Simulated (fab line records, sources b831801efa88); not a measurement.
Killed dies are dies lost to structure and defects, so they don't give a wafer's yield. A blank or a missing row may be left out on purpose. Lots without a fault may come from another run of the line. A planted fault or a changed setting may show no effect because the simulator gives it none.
Chamber matching | flow sfq_line | SFQ_TRILAYER_I1_VIA_ETCH_VIA_ETCH_052 on rie_diel-01: 4 sister chambers
The step etches SiO2 in CHF3, stops on Nb, target depth 260 nm. 14 wafers are shown with their chamber, then 7 later ones without.

WAFERS WITH THEIR CHAMBER
wafer  | chamber | drypump_motor_current_A (A) | oes_product_au (a.u.)
L929.1 | 2       | 5.9                         | 0.855
L929.3 | 0       | 5.5                         | 0.855
L929.4 | 3       | 5.9                         | 0.850
L931.2 | 0       | 5.5                         | 0.857
L931.5 | 3       | 5.9                         | 0.859
L931.6 | 2       | 5.9                         | 0.853
L933.1 | 3       | 5.9                         | 0.854
L933.2 | 1       | 5.2                         | 0.860
L933.3 | 2       | 5.9                         | 0.863
L934.2 | 3       | 5.9                         | 0.846
L934.4 | 1       | 5.2                         | 0.846
L934.6 | 2       | 5.9                         | 0.855
L936.1 | 3       | 5.9                         | 0.849
L936.3 | 2       | 6.0                         | 0.861

SIGNATURES (means of the wafers above)
reading                 | chamber 0 | chamber 1 | chamber 2 | chamber 3 | scatter within a chamber
drypump_motor_current_A | 5.500     | 5.200     | 5.920     | 5.900     | 0.0283
oes_product_au          | 0.85600   | 0.85300   | 0.85740   | 0.85160   | 0.00526
Rule: a wafer's distance from a chamber is the root of the sum, over the readings, of the square of ((its reading less the chamber's mean) divided by the reading's scatter). The wafer belongs to the nearest chamber; if the next one is less than 2 further off, it can't be placed. The scatter: the root of (the sum of the squares of (reading less its chamber's mean) over the shown wafers, divided by (wafers less chambers)).

WAFERS WITHOUT THEIR CHAMBER
wafer  | drypump_motor_current_A (A) | oes_product_au (a.u.)
L936.6 | 5.9                         | 0.857
L937.3 | 5.1                         | 0.855
L937.4 | 5.9                         | 0.848
L937.6 | 5.1                         | 0.856
L950.1 | 5.1                         | 0.852
L950.2 | 5.9                         | 0.859
L950.3 | 5.5                         | 0.847

WHICH CHAMBER EACH WENT THROUGH
wafer  | from the rows above     | in truth
L936.6 | can't be placed: 2 or 3 | 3
L937.3 | 1                       | 1
L937.4 | can't be placed: 3 or 2 | 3
L937.6 | 1                       | 1
L950.1 | 1                       | 1
L950.2 | can't be placed: 2 or 3 | 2
L950.3 | 0                       | 0
Placed correctly: 4 of 7. Can't be placed from these rows: 3 (the true chamber is among the candidates in 3). Placed wrongly: 0.
